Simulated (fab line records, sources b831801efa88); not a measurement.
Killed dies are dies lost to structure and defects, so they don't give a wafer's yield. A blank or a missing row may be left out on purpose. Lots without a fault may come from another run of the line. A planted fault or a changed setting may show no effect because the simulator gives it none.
fab line records | flow gf180mcu
record lots=24 wafers=72 last_day=34
route steps=602 shown SAB@277 M1@330 V1@351 M2@365 M3@424 V3@432
lots that met no fault: from a run of the same line without faults
start_h: hours from the record's first day to the start of the lot's first wafer shown | wait_h: hours since the lot's step before | " the same as in the row above | L1.1+2: a row that stands for several wafers | - no value, or no start given | * or withheld: withheld | < > ~ a bound
route shown NAME@n: a module of which the file shows steps, and the number in the route of the first | usual: mean/standard deviation of fault-free wafers | same: alike in all rows | chamber/n: place in a boat | sites: the reading at each site | _std_site: their standard deviation | _edge_site: outer sites' mean less inner sites' | radius_mm: how far each site lies from the wafer's centre | mask NAME#n: copy n | behind: the tool/chamber that last shaped the wafer | hold: why the lot was held/for how many hours/how that ended | device: the transistor (n, p or np) that didn't switch | end of line: the same wafers' tests at the end of the route | a step without rows: its recipe alone | killed: dies lost to structure and defects at the first sort, not the wafer's yield | map: a wafer's dies, x killed, . not, _ none there
set.NAME: the setting as run; set.NAME@STEP: as run at that earlier step | model.NAME: the simulator's own value behind a step, which no gauge read
steps of the route over a sample of lots; a table a step, a row a wafer
services: from which hour (start_h, from the record's first day; less than 0 if before it) a tool's chamber was out of use, for how many hours, and why
## steps
# step GF_SAB_STRIP_13
# recipe chemistry=O2/N2 power_w=1400 pressure_mtorr=1500 platen_temp_c=250 o2_flow_sccm=3000 n2_flow_sccm=300 overash_fraction=0.5
# usual drypump_motor_current_A=5.9/0.42 heater_power_w=336/15 oes_product_au=0.710/0.0045 strip_time_to_endpoint_s=12.62/0.035
# columns lot.wafer tool chamber start_h wait_h drypump_motor_current_A heater_power_w oes_product_au rf_hours_counter_h strip_time_to_endpoint_s
L074.2 plasma_asher-03 0 350.54 0.0 6.3 354 0.708 23 12.57
L074.3 " 0 " " 6.2 357 0.712 - 12.57
L074.5 " 1 " " 5.2 332 0.713 - 12.58
L075.1 plasma_asher-04 1 355.43 0.0 6.0 337 0.713 70 12.61
L075.2 " 0 " " 5.8 325 0.710 70 12.58
L075.3 " 0 " " 5.8 328 0.715 - 12.60
L076.2 plasma_asher-04 1 365.64 0.0 5.9 344 0.705 71 12.69
L076.5 " 1 " " 5.9 337 0.712 - 12.66
L076.6 " 0 " " 5.8 321 0.706 - 12.69
L077.1 plasma_asher-03 1 378.84 0.0 5.2 331 0.703 26 12.62
L077.4 " 1 " " 5.2 331 0.724 - 12.64
L077.5 " 0 " " 6.2 361 0.706 - 12.61
L078.2 plasma_asher-02 0 383.55 0.0 6.5 320 0.707 73 12.60
L078.4 " 0 " " 6.5 330 0.715 - 12.62
L078.6 " 0 " " 6.5 314 0.701 - 12.60
L079.1 plasma_asher-02 0 387.45 0.0 6.6 308 0.701 74 12.61
L079.3 " 0 " " 6.5 312 0.706 - 12.60
L079.4 " 1 " " 5.7 345 0.716 - 12.63
L081.1 plasma_asher-03 0 409.57 0.0 6.2 351 0.708 29 12.66
L081.2 " 1 " " 5.2 325 0.720 29 12.66
L081.6 " 0 " " 6.2 349 0.706 - 12.64
L080.2 plasma_asher-04 0 410.35 0.0 5.8 331 0.716 76 12.58
L080.3 " 1 " " 5.9 339 0.719 - 12.63
L080.4 " 0 " " 5.9 321 0.705 - 12.64
L082.1 plasma_asher-03 1 416.95 0.0 5.2 331 0.707 30 12.67
L082.3 " 1 " " 5.2 334 0.710 - 12.63
L082.4 " 0 " " 6.3 345 0.714 - 12.64
L083.1 plasma_asher-03 0 421.52 0.0 6.3 358 0.710 30 12.59
L083.4 " 1 " " 5.2 328 0.713 - 12.62
L083.5 " 0 " " 6.3 346 0.716 - 12.61
L084.1 plasma_asher-03 0 445.40 0.0 6.2 351 0.711 33 12.59
L084.3 " 1 " " 5.2 331 0.704 - 12.60
L084.4 " 0 " " 6.2 355 0.706 - 12.57
L085.2 plasma_asher-03 0 447.30 0.0 6.3 351 0.711 33 12.69
L085.5 " 0 " " 6.2 359 0.716 - 12.65
L085.6 " 1 " " 5.2 331 0.710 - 12.62
L086.1 plasma_asher-03 0 455.05 0.0 6.2 343 0.710 34 12.58
L086.3 " 0 " " 6.2 360 0.722 - 12.60
L086.5 " 1 " " 5.2 318 0.701 - 12.61
L087.1 plasma_asher-02 0 465.20 0.0 6.5 308 0.707 4 12.60
L087.3 " 1 " " 5.7 363 0.706 - 12.59
L087.4 " 0 " " 6.5 303 0.702 - 12.57
L088.1 plasma_asher-03 0 472.25 0.0 6.2 356 0.704 36 12.66
L088.3 " 1 " " 5.2 339 0.711 - 12.62
L088.6 " 0 " " 6.2 352 0.712 - 12.69
L089.1 plasma_asher-04 1 478.76 0.0 5.9 330 0.704 83 12.64
L089.3 " 0 " " 5.8 320 0.713 - 12.63
L089.6 " 0 " " 5.8 330 0.707 - 12.63
L090.3 plasma_asher-02 1 486.43 0.0 5.7 353 0.714 - 12.58
L090.4 " 0 " " 6.5 312 0.716 - 12.57
L090.5 " 1 " " 5.7 356 0.715 - 12.58
L091.3 plasma_asher-04 0 495.63 0.0 5.9 333 0.710 - 12.58
L091.4 " 1 " " 5.9 342 0.710 - 12.56
L091.6 " 1 " " 5.9 344 0.710 - 12.56
L092.3 plasma_asher-03 0 507.42 0.0 6.3 354 0.714 - 12.69
L092.5 " 0 " " 6.2 348 0.706 - 12.66
L092.6 " 1 " " 5.2 335 0.709 - 12.65
L093.2 plasma_asher-04 1 510.34 0.0 5.9 340 0.707 86 12.64
L093.5 " 0 " " 5.8 327 0.707 - 12.64
L093.6 " 1 " " 5.9 339 0.702 - 12.59
L094.1 plasma_asher-04 1 517.16 0.0 5.9 335 0.705 87 12.56
L094.4 " 0 " " 5.9 330 0.713 - 12.60
L094.5 " 0 " " 5.8 327 0.707 - 12.58
L095.4 plasma_asher-04 1 524.08 0.0 5.9 338 0.705 - 12.65
L095.5 " 1 " " 5.9 335 0.709 - 12.61
L095.6 " 0 " " 5.8 333 0.713 - 12.66
L096.1 plasma_asher-02 0 531.21 0.0 6.6 307 0.709 10 12.61
L096.3 " 1 " " 5.7 355 0.710 - 12.58
L096.6 " 0 " " 6.5 309 0.713 - 12.63
L097.1 plasma_asher-04 0 534.94 0.0 5.8 326 0.705 89 12.61
L097.2 " 1 " " 5.9 340 0.710 89 12.59
L097.3 " 0 " " 5.8 333 0.709 - 12.62
# step GF_M1_OVL_MEAS_15
# usual M1_OVL=-5/5
# columns lot.wafer tool chamber start_h wait_h M1_OVL[nm]
L074.2 overlay-02 - 398.40 0.1 -13
L074.3 " - " " -6
L074.5 " - " " -10
L075.1 overlay-01 - 404.09 0.1 -9
L075.2 " - " " -11
L075.3 " - " " -7
L076.2 overlay-01 - 414.10 0.1 -5
L076.5 " - " " -1
L076.6 " - " " -14
L077.1 overlay-01 - 428.85 0.1 -6
L077.4 " - " " -9
L077.5 " - " " -11
L078.2 overlay-02 - 434.45 0.1 -13
L078.4 " - " " -10
L078.6 " - " " -4
L079.1 overlay-01 - 438.15 0.1 -2
L079.3 " - " " -1
L079.4 " - " " -7
L081.1 overlay-01 - 462.39 0.1 4
L081.2 " - " " -1
L081.6 " - " " -6
L080.2 overlay-02 - 462.61 0.1 -4
L080.3 " - " " 1
L080.4 " - " " 3
L082.1 overlay-02 - 468.46 0.1 0
L082.3 " - " " -5
L082.4 " - " " -4
L083.1 overlay-02 - 473.44 0.1 -7
L083.4 " - " " -8
L083.5 " - " " -1
L084.1 overlay-02 - 496.85 0.1 -3
L084.3 " - " " -4
L084.4 " - " " 4
L085.2 overlay-02 - 499.30 0.1 -9
L085.5 " - " " -10
L085.6 " - " " -3
L086.1 overlay-02 - 506.09 0.1 -1
L086.3 " - " " 0
L086.5 " - " " 2
L087.1 overlay-01 - 515.45 0.1 -12
L087.3 " - " " -6
L087.4 " - " " 2
L088.1 overlay-01 - 523.41 0.1 -4
L088.3 " - " " 2
L088.6 " - " " -5
L089.1 overlay-02 - 529.06 0.1 -4
L089.3 " - " " -4
L089.6 " - " " -3
L090.3 overlay-02 - 537.05 0.1 -10
L090.4 " - " " -2
L090.5 " - " " -6
L091.3 overlay-01 - 545.42 0.1 3
L091.4 " - " " 0
L091.6 " - " " 2
L092.3 overlay-01 - 556.37 0.1 -5
L092.5 " - " " -3
L092.6 " - " " -10
L093.2 overlay-01 - 558.70 0.1 -5
L093.5 " - " " -3
L093.6 " - " " -5
L094.1 overlay-01 - 563.30 0.1 -14
L094.4 " - " " -10
L094.5 " - " " -13
L095.4 overlay-01 - 571.47 0.1 -5
L095.5 " - " " 1
L095.6 " - " " -7
L096.1 overlay-01 - 579.34 0.1 2
L096.3 " - " " -11
L096.6 " - " " -3
L097.1 overlay-01 - 581.87 0.1 2
L097.2 " - " " -3
L097.3 " - " " 0
# step GF_V1_ETCH_16
# recipe chemistry=N2/H2 target_depth_a=withheld overetch_a=withheld time_s=withheld target=BARC ion_energy_ev=200 source_w=500 bias_w=100 pressure_mtorr=30 n2_flow_sccm=100 h2_flow_sccm=200
# usual bias_w=100.08/0.28 drypump_motor_current_A=5.6/0.44 oes_product_au=0.855/0.0056 rf_fwd_power_W=495.4/2 throttle_valve_pct=13.224/0.0099
# columns lot.wafer tool chamber start_h wait_h bias_w drypump_motor_current_A oes_product_au rf_fwd_power_W throttle_valve_pct
L074.2 rie_diel-03 0 423.54 0.0 99.88 5.9 0.850 496.9 13.216
L074.3 " 1 " " 100.18 5.8 0.857 495.1 13.211
L074.5 " 1 " " 100.11 5.8 0.857 495.5 13.229
L075.1 rie_diel-01 1 429.89 0.0 99.71 5.5 0.866 492.7 13.213
L075.2 " 3 " " 100.29 5.5 0.855 493.5 13.231
L075.3 " 2 " " 99.84 5.2 0.866 494.6 13.228
L076.2 rie_diel-03 0 440.58 0.0 100.42 5.9 0.859 495.6 13.240
L076.5 " 1 " " 99.60 5.8 0.855 496.2 13.225
L076.6 " 0 " " 100.01 5.9 0.854 497.5 13.216
L077.1 rie_diel-02 2 455.34 0.0 99.81 4.9 0.853 495.5 13.225
L077.4 " 0 " " 99.98 5.9 0.859 491.5 13.225
L077.5 " 3 " " 100.14 5.5 0.846 499.0 13.231
L078.2 rie_diel-03 1 460.39 0.0 99.83 5.8 0.853 495.7 13.232
L078.4 " 0 " " 100.45 5.9 0.853 496.2 13.228
L078.6 " 3 " " 100.44 6.5 0.851 493.5 13.211
L079.1 rie_diel-03 2 463.89 0.0 100.00 5.3 0.856 498.5 13.206
L079.3 " 0 " " 100.69 5.9 0.856 494.4 13.229
L079.4 " 3 " " 99.90 6.5 0.860 494.3 13.226
L081.1 rie_diel-03 1 488.29 0.0 100.30 5.8 0.858 498.4 13.242
L081.2 " 2 " " 99.82 5.2 0.860 502.8 13.229
L081.6 " 1 " " 100.59 5.8 0.856 494.5 13.224
L080.2 rie_diel-01 2 488.44 0.0 100.03 5.2 0.858 497.8 13.209
L080.3 " 3 " " 100.43 5.5 0.855 491.2 13.208
L080.4 " 0 " " 100.06 5.6 0.862 496.1 13.230
L082.1 rie_diel-01 2 494.04 0.0 100.04 5.2 0.851 498.4 13.231
L082.3 " 1 " " 100.14 5.6 0.857 495.3 13.231
L082.4 " 3 " " 100.28 5.5 0.854 495.7 13.231
L083.1 rie_diel-01 2 499.04 0.0 100.26 5.2 0.847 498.0 13.214
L083.4 " 1 " " 99.43 5.6 0.849 495.3 13.207
L083.5 " 2 " " 100.77 5.1 0.853 498.5 13.213
L084.1 rie_diel-02 1 521.94 0.0 99.96 5.6 0.862 495.8 13.224
L084.3 " 2 " " 100.06 4.9 0.857 494.9 13.227
L084.4 " 3 " " 100.23 5.5 0.859 494.4 13.221
L085.2 rie_diel-02 0 524.59 0.0 100.10 5.9 0.851 492.3 13.225
L085.5 " 1 " " 100.45 5.6 0.852 496.8 13.224
L085.6 " 0 " " 100.00 5.9 0.844 493.2 13.232
L086.1 rie_diel-03 3 531.33 0.0 100.13 6.5 0.857 496.3 13.225
L086.3 " 2 " " 99.80 5.3 0.857 497.7 13.219
L086.5 " 3 " " 100.35 6.5 0.856 491.3 13.209
L087.1 rie_diel-02 2 540.04 0.0 100.42 4.9 0.854 492.8 13.221
L087.3 " 1 " " 99.95 5.6 0.852 498.0 13.233
L087.4 " 1 " " 100.40 5.6 0.863 496.6 13.221
L088.1 rie_diel-02 2 548.09 0.0 100.17 4.9 0.861 492.8 13.230
L088.3 " 1 " " 100.25 5.7 0.845 495.7 13.210
L088.6 " 2 " " 100.02 4.9 0.859 496.9 13.238
L089.1 rie_diel-03 2 553.39 0.0 100.22 5.2 0.853 496.1 13.217
L089.3 " 1 " " 100.36 5.8 0.858 495.1 13.221
L089.6 " 2 " " 99.48 5.2 0.856 495.7 13.238
L090.3 rie_diel-03 0 559.68 0.0 99.96 5.9 0.858 497.6 13.226
L090.4 " 1 " " 99.79 5.8 0.855 495.2 13.229
L090.5 " 3 " " 99.86 6.6 0.860 495.5 13.223
L091.3 rie_diel-02 1 577.59 0.0 99.97 5.6 0.845 492.9 13.255
L091.4 " 3 " " 99.92 5.5 0.853 496.7 13.206
L091.6 " 3 " " 99.62 5.5 0.859 496.1 13.222
L092.3 rie_diel-02 3 580.09 0.0 99.75 5.5 0.864 496.7 13.232
L092.5 " 0 " " 99.54 5.9 0.850 491.9 13.221
L092.6 " 1 " " 100.02 5.6 0.860 495.9 13.207
L093.2 rie_diel-01 2 581.69 0.0 100.00 5.2 0.847 495.2 13.214
L093.5 " 3 " " 100.04 5.5 0.851 492.3 13.221
L093.6 " 0 " " 99.93 5.5 0.860 495.1 13.234
L094.1 rie_diel-02 2 587.39 0.0 100.05 4.9 0.847 492.8 13.239
L094.4 " 1 " " 100.37 5.6 0.862 496.4 13.228
L094.5 " 3 " " 100.16 5.5 0.844 497.4 13.217
L095.4 rie_diel-02 0 594.54 0.0 100.06 5.9 0.863 492.1 13.228
L095.5 " 1 " " 99.58 5.6 0.850 496.7 13.229
L095.6 " 2 " " 100.04 4.9 0.858 494.6 13.231
L096.1 rie_diel-01 3 602.80 0.0 100.80 5.5 0.853 493.2 13.218
L096.3 " 0 " " 99.75 5.6 0.858 499.4 13.221
L096.6 " 1 " " 100.13 5.6 0.857 498.3 13.233
L097.1 rie_diel-02 3 605.12 0.0 100.14 5.5 0.858 495.9 13.247
L097.2 " 1 " " 99.69 5.6 0.861 496.6 13.247
L097.3 " 2 " " 99.94 4.9 0.855 496.6 13.233
# step GF_M2_SPUTTER_03
# recipe material=Ti target_thk_nm=10 substrate_temp_c=300 chamber_pressure_pa=0.3 power_w=3000 time_s=6.7
# usual chamber_pressure_pa=0.3000/0.00062 throttle_valve_pct=30.6/1.1
# same time_s=6.7
# columns lot.wafer tool chamber start_h wait_h chamber_pressure_pa throttle_valve_pct
L074.2 pvd_sputter-01 - 425.07 0.0 0.2999 30.5
L074.3 " - " " 0.3001 31.0
L074.5 " - " " 0.2986 30.4
L075.1 pvd_sputter-01 - 431.41 0.0 0.3002 29.7
L075.2 " - " " 0.3011 30.7
L075.3 " - " " 0.2987 30.9
L076.2 pvd_sputter-03 - 442.09 0.0 0.3004 30.6
L076.5 " - " " 0.3001 29.6
L076.6 " - " " 0.3006 30.8
L077.1 pvd_sputter-03 - 457.06 0.0 0.3007 31.3
L077.4 " - " " 0.3012 30.7
L077.5 " - " " 0.2997 31.3
L078.2 pvd_sputter-03 - 461.91 0.0 0.2998 31.0
L078.4 " - " " 0.2995 29.6
L078.6 " - " " 0.2994 31.4
L079.1 pvd_sputter-03 - 465.40 0.0 0.2999 31.3
L079.3 " - " " 0.2997 30.8
L079.4 " - " " 0.2998 29.4
L081.1 pvd_sputter-04 - 489.92 0.0 0.3003 29.7
L081.2 " - " " 0.3000 29.3
L081.6 " - " " 0.3002 33.4
L080.2 pvd_sputter-01 - 490.22 0.0 0.3003 30.8
L080.3 " - " " 0.3008 29.3
L080.4 " - " " 0.3014 30.5
L082.1 pvd_sputter-04 - 495.55 0.0 0.2995 33.0
L082.3 " - " " 0.2997 29.9
L082.4 " - " " 0.2996 30.1
L083.1 pvd_sputter-01 - 500.59 0.0 0.3001 29.9
L083.4 " - " " 0.3001 29.8
L083.5 " - " " 0.3007 30.6
L084.1 pvd_sputter-03 - 523.46 0.0 0.3011 31.0
L084.3 " - " " 0.3002 29.7
L084.4 " - " " 0.3001 31.0
L085.2 pvd_sputter-04 - 526.45 0.0 0.2998 33.4
L085.5 " - " " 0.2995 29.3
L085.6 " - " " 0.2996 29.7
L086.1 pvd_sputter-01 - 532.88 0.0 0.3004 29.6
L086.3 " - " " 0.3004 30.9
L086.5 " - " " 0.3007 30.8
L087.1 pvd_sputter-01 - 541.58 0.0 0.2994 30.8
L087.3 " - " " 0.3000 29.7
L087.4 " - " " 0.2996 30.6
L088.1 pvd_sputter-01 - 549.61 0.0 0.3017 30.6
L088.3 " - " " 0.3006 30.3
L088.6 " - " " 0.3003 30.8
L089.1 pvd_sputter-03 - 554.91 0.0 0.2985 30.8
L089.3 " - " " 0.3011 31.4
L089.6 " - " " 0.2996 31.0
L090.3 pvd_sputter-03 - 561.20 0.0 0.2996 31.4
L090.4 " - " " 0.3001 29.5
L090.5 " - " " 0.2992 31.4
L091.3 pvd_sputter-04 - 579.51 0.0 0.3005 30.1
L091.4 " - " " 0.3002 33.4
L091.6 " - " " 0.2993 30.0
L092.3 pvd_sputter-04 - 582.33 0.0 0.2998 29.8
L092.5 " - " " 0.2995 30.1
L092.6 " - " " 0.2993 33.4
L093.2 pvd_sputter-04 - 583.21 0.0 0.2991 33.2
L093.5 " - " " 0.2994 30.4
L093.6 " - " " 0.2994 33.2
L094.1 pvd_sputter-04 - 588.90 0.0 0.3008 30.0
L094.4 " - " " 0.2987 29.8
L094.5 " - " " 0.2995 33.3
L095.4 pvd_sputter-03 - 596.06 0.0 0.3003 31.4
L095.5 " - " " 0.3010 31.4
L095.6 " - " " 0.2997 31.1
L096.1 pvd_sputter-04 - 604.33 0.0 0.3004 28.8
L096.3 " - " " 0.3005 30.1
L096.6 " - " " 0.3005 30.1
L097.1 pvd_sputter-04 - 606.64 0.0 0.2993 29.7
L097.2 " - " " 0.2997 30.1
L097.3 " - " " 0.3008 33.2
# step GF_M3_OVL_MEAS_15
# usual M3_OVL=-2/5.7
# columns lot.wafer tool chamber start_h wait_h M3_OVL[nm]
L074.2 overlay-01 - 502.46 0.1 -5
L074.3 " - " " -3
L074.5 " - " " 3
L075.1 overlay-02 - 507.39 0.1 -2
L075.2 " - " " -4
L075.3 " - " " -12
L076.2 overlay-02 - 518.36 0.1 -6
L076.5 " - " " -5
L076.6 " - " " -4
L077.1 overlay-02 - 530.71 0.1 -2
L077.4 " - " " 0
L077.5 " - " " 1
L078.2 overlay-02 - 537.61 0.1 0
L078.4 " - " " -9
L078.6 " - " " -5
L079.1 overlay-02 - 538.90 0.1 -5
L079.3 " - " " -6
L079.4 " - " " -4
L081.1 overlay-01 - 561.10 0.1 1
L081.2 " - " " -1
L081.6 " - " " -3
L080.2 overlay-01 - 561.88 0.1 1
L080.3 " - " " -1
L080.4 " - " " 9
L082.1 overlay-01 - 567.60 0.1 -4
L082.3 " - " " 3
L082.4 " - " " -3
L083.1 overlay-02 - 572.66 0.1 5
L083.4 " - " " -4
L083.5 " - " " 6
L084.1 overlay-01 - 600.46 0.1 4
L084.3 " - " " 2
L084.4 " - " " 0
L085.2 overlay-02 - 600.74 0.1 -9
L085.5 " - " " 2
L085.6 " - " " 0
L086.1 overlay-02 - 603.36 0.1 2
L086.3 " - " " -3
L086.5 " - " " -2
L087.1 overlay-02 - 608.95 0.1 -7
L087.3 " - " " -1
L087.4 " - " " 3
L088.1 overlay-02 - 616.11 0.1 0
L088.3 " - " " -2
L088.6 " - " " 2
L089.1 overlay-01 - 621.70 0.1 -2
L089.3 " - " " -8
L089.6 " - " " -2
L090.3 overlay-01 - 628.01 0.1 -7
L090.4 " - " " -15
L090.5 " - " " 1
L091.3 overlay-02 - 644.82 0.1 9
L091.4 " - " " 13
L091.6 " - " " 13
L092.3 overlay-02 - 648.55 0.1 1
L092.5 " - " " -12
L092.6 " - " " -10
L093.2 overlay-01 - 648.89 0.1 -7
L093.5 " - " " 3
L093.6 " - " " -6
L094.1 overlay-01 - 654.71 0.1 -4
L094.4 " - " " 0
L094.5 " - " " -3
L095.4 overlay-02 - 661.02 0.1 -4
L095.5 " - " " -1
L095.6 " - " " 2
L096.1 overlay-01 - 668.29 0.1 -12
L096.3 " - " " -14
L096.6 " - " " -15
L097.1 overlay-01 - 669.99 0.1 -1
L097.2 " - " " -8
L097.3 " - " " -3
# step GF_V3_THK_MEAS_03
# recipe reads=SiO2_of_V3_CVD_02
# usual V3_CVD_02_THK=845/13
# columns lot.wafer tool chamber start_h wait_h V3_CVD_02_THK[nm]
L074.2 film_metro-03 - 503.78 0.0 849
L074.3 " - " " 839
L074.5 " - " " 859
L075.1 film_metro-03 - 508.41 0.1 848
L075.2 " - " " 834
L075.3 " - " " 841
L076.2 film_metro-02 - 519.25 0.0 832
L076.5 " - " " 848
L076.6 " - " " 853
L077.1 film_metro-02 - 531.60 0.0 847
L077.4 " - " " 857
L077.5 " - " " 862
L078.2 film_metro-02 - 538.49 0.0 835
L078.4 " - " " 845
L078.6 " - " " 833
L079.1 film_metro-02 - 554.45 0.0 827
L079.3 " - " " 815
L079.4 " - " " 835
L081.1 film_metro-01 - 561.98 0.0 837
L081.2 " - " " 843
L081.6 " - " " 848
L080.2 film_metro-01 - 562.77 0.0 851
L080.3 " - " " 860
L080.4 " - " " 865
L082.1 film_metro-01 - 568.48 0.0 847
L082.3 " - " " 846
L082.4 " - " " 856
L083.1 film_metro-01 - 573.60 0.0 833
L083.4 " - " " 845
L083.5 " - " " 864
L084.1 film_metro-01 - 601.45 0.0 828
L084.3 " - " " 829
L084.4 " - " " 834
L085.2 film_metro-03 - 601.63 0.0 847
L085.5 " - " " 872
L085.6 " - " " 860
L086.1 film_metro-01 - 604.24 0.0 826
L086.3 " - " " 824
L086.5 " - " " 843
L087.1 film_metro-03 - 609.83 0.0 844
L087.3 " - " " 844
L087.4 " - " " 850
L088.1 film_metro-01 - 617.08 0.0 823
L088.3 " - " " 849
L088.6 " - " " 857
L089.1 film_metro-01 - 622.92 0.0 819
L089.3 " - " " 828
L089.6 " - " " 839
L090.3 film_metro-03 - 628.90 0.1 819
L090.4 " - " " 837
L090.5 " - " " 865
L091.3 film_metro-02 - 645.80 0.1 845
L091.4 " - " " 865
L091.6 " - " " 853
L092.3 film_metro-03 - 649.50 0.1 840
L092.5 " - " " 855
L092.6 " - " " 845
L093.2 film_metro-01 - 650.12 0.0 830
L093.5 " - " " 857
L093.6 " - " " 849
L094.1 film_metro-03 - 655.68 0.0 851
L094.4 " - " " 864
L094.5 " - " " 840
L095.4 film_metro-01 - 662.03 0.0 854
L095.5 " - " " 854
L095.6 " - " " 857
L096.1 film_metro-03 - 669.51 0.0 851
L096.3 " - " " 835
L096.6 " - " " 859
L097.1 film_metro-03 - 670.87 0.0 828
L097.2 " - " " 836
L097.3 " - " " 834
## services
# columns tool chamber start_h hours kind
plasma_asher-04 - 366.69 0.9 repair
pvd_sputter-03 - 418.68 2.6 repair
plasma_asher-02 - 421.25 9.0 pm
rie_diel-02 2 431.97 10.1 repair
rie_diel-02 - 456.90 15.6 pm
plasma_asher-04 - 464.47 2.4 repair
pvd_sputter-04 - 477.70 3.3 repair
rie_diel-03 0 484.38 14.3 repair
rie_diel-01 1 485.87 6.2 repair
plasma_asher-02 - 487.26 3.5 repair
pvd_sputter-03 0 497.05 - consumable_replace:kit
pvd_sputter-03 0 497.05 18.0 scheduled_down
pvd_sputter-03 0 497.05 18.0 vent_cycle
rie_diel-03 1 497.75 33.0 repair
rie_diel-03 3 505.03 26.1 repair
rie_diel-03 0 531.10 - clean
rie_diel-02 0 532.83 7.5 repair
rie_diel-03 2 533.73 13.7 repair
plasma_asher-04 - 537.95 2.8 pm
rie_diel-03 3 544.44 2.3 repair
pvd_sputter-01 - 557.31 3.1 repair
plasma_asher-02 - 571.08 1.4 repair
plasma_asher-03 - 586.66 3.5 repair
pvd_sputter-01 - 588.58 15.1 repair
## key
fault none
